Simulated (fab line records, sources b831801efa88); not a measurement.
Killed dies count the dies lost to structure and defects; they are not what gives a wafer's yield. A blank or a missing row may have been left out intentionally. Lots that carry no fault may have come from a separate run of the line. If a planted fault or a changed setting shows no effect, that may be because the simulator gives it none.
Comparing a struck lot with a sound one / flow sky130 / 14 steps out of a route of 708
Sound: wafers L941.3, L941.4, L941.6. Wafers struck: L939.1, L939.4, L939.5. The cause is given at the end.
For every step that has rows: the tool of each side, followed by ch and its chambers, followed by its first start. Under that, the readings that differ: sound wafers / struck wafers / difference of the means / sigmas: that difference in standard deviations of wafers without a fault.
alike: same words and numbers on both sides, and readings whose means sit less than 2 such deviations apart. not compared: any withheld reading, any reading some wafer has no value for, any bound like >300 that may hide the same value, and any number with overlapping values for which the record gives no deviation.
The two part at a step that has a row with sigmas, a row that says differs or no value, or rows on one side only. Numbers that have no deviation but don't overlap get no sigmas and don't part them. A reading missing from all wafers of one side parts the sides only when that side holds two or more wafers.

first, 1 step without rows for these wafers: SKY_LOCAL_INTERCONNECT_CLEAN_18 (cleans in O3/DIW).
SKY_CONTACT_CVD_00: deposits Si3N4, target thk 75 nm.
  sound on pecvd-01 ch 0,2, day 35 11:56; struck on pecvd-03 ch 0,1, day 35 00:00
  alike: heater_power_outer_w, heater_power_w
SKY_CONTACT_THK_MEAS_01:
  sound: film_metro-03 at day 35 11:59; struck: film_metro-01 at day 35 00:02
  alike: CONTACT_CVD_00_THK
then, 1 step without rows for these wafers: SKY_CONTACT_HDPCVD_02 (deposits SiO2, target thk 565 nm, time 94.2 s).
SKY_CONTACT_THK_MEAS_03:
  sound: film_metro-04 at day 35 12:09; struck: film_metro-04 at day 35 00:11
  alike: CONTACT_HDPCVD_THK
SKY_CONTACT_CMP_04: polishes SiO2.
  sound on cmp-02 ch 0,3, day 35 12:11; struck on cmp-02 ch 0,1,3, day 35 00:18
  alike: motor_current_A, time_to_endpoint_s
SKY_CONTACT_BOW_MEAS_05:
  sound: film_metro-01 at day 35 12:32; struck: film_metro-03 at day 35 00:33
  alike: CONTACT_BOW
then, 5 steps without rows for these wafers: SKY_CONTACT_DEHYDRATE_06 (time 60 s); SKY_CONTACT_HMDS_07 (prime time 60 s); SKY_CONTACT_COAT_08 (resist thk 60 nm); SKY_CONTACT_COAT_09 (resist thk 450 nm); SKY_CONTACT_SOFTBAKE_10 (time 90 s).
SKY_CONTACT_EXPOSE_11: exposes mask CTM1, target cd 170 nm.
  struck on krf_scanner-01, day 35 13:19; sound on krf_scanner-02 ch 0, day 36 01:16
  no value came back on the struck wafers for exposure_dose_mJ_cm2, focus_offset_nm (nm); on the sound wafers exposure_dose_mJ_cm2 reads 37.93 37.98 38.00
  alike: mask
then, 1 step without rows for these wafers: SKY_CONTACT_PEB_12.

== WHERE THEY PART ==
Only at SKY_CONTACT_EXPOSE_11, within this record.

WHY: whatever the simulator had introduced
Entire step skipped (krf_scanner-01, SKY_CONTACT_EXPOSE_11), from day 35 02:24 onward. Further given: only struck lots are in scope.
